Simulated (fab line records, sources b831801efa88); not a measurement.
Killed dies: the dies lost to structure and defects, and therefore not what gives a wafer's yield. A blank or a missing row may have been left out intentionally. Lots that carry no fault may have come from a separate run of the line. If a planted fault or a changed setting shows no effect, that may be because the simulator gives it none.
8D (eight disciplines) problem report, filled in by code || flow gf180mcu || the parts of the form that need people (team, actions taken, sign-off) are left out

## 1. PROBLEM STATEMENT
platen-temp-c at GF_CONTACT_STRIP_18 reads a mean of 259.43 C on 6 wafers of 2 lots; wafers without a fault read 250.01 C with a standard deviation of 0.17. That is +55 standard deviations from the usual mean.
The step: strips in O2/N2.
The first sign was on wafer L424.1 at day 20 16:58, on plasma-asher-01. At this step, 41 wafers from 14 lots have a number in the record. Rule for "out" (also "out of limits"): further than 4 standard deviations from the usual mean. All remaining wafers that have a number are taken as sound.

## 2. WHAT IT IS; WHAT IT IS NOT
{"question": "which readings at this step", "is": "platen-temp-c", "is not": "drypump-motor-current-A"}
{"question": "which lots", "is": "L424, L428", "is not": "L412, L413, L415, L416, L418, L419, L420, L421, L422, L423, L434, L435"}
{"question": "which wafers of those lots", "is": "all that have a number", "is not": "-"}
{"question": "read on which tools", "is": "plasma-asher-01", "is not": "plasma-asher-02, plasma-asher-04"}
{"question": "when", "is": "from day 20 16:58", "is not": "up to then (29 sound wafers); but 6 sound wafers of L434, L435 came after"}

## 3. THE SUSPECTS, EACH WITH WHAT RULES IT OUT
Counting: a tool at any process step up to the reading remains a suspect when it ran all the lots that are out and ran no sound lot after the first of those.
- plasma-asher-01 at GF_CONTACT_STRIP_18 (strips in O2/N2): kept. It ran every lot that is out, first L424 (day 20 16:58), and no sound lot after that; its last sound lot up to then is L423 (day 20 01:13). On those wafers its own readings are out: platen-temp-c.
Left after counting: plasma-asher-01 at GF_CONTACT_STRIP_18.

## 4. THE CAUSE (what the simulator had put in)
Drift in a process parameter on plasma-asher-01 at GF_CONTACT_STRIP_18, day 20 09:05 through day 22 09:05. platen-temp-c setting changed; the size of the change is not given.
After counting, this tool was the only one left.

## 5. THE CHAIN OF EFFECTS, in route order
Each row: a reading where the mean over the struck wafers with a number is more than 3 standard deviations away from the usual. Only readings for which the record gives a usual standard deviation are gone through. hours: the time from each lot's start at the first step in this table that gives one to its start at this step, as a median over the lots. sigmas: the change in usual standard deviations.
{"hours": 0, "step": "GF_CONTACT_STRIP_18", "reading": "platen-temp-c", "usual": "250.01 C", "on struck wafers": 259.43, "change": "+9.42", "sigmas": "+55"}
The process steps in it:
- GF_CONTACT_STRIP_18: strips in O2/N2.

## 6. HOW IT WOULD HAVE BEEN CAUGHT EARLIER
8 hours passed between the start of the fault at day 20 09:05 and the first reading out of limits in this record, taken at day 20 16:58.
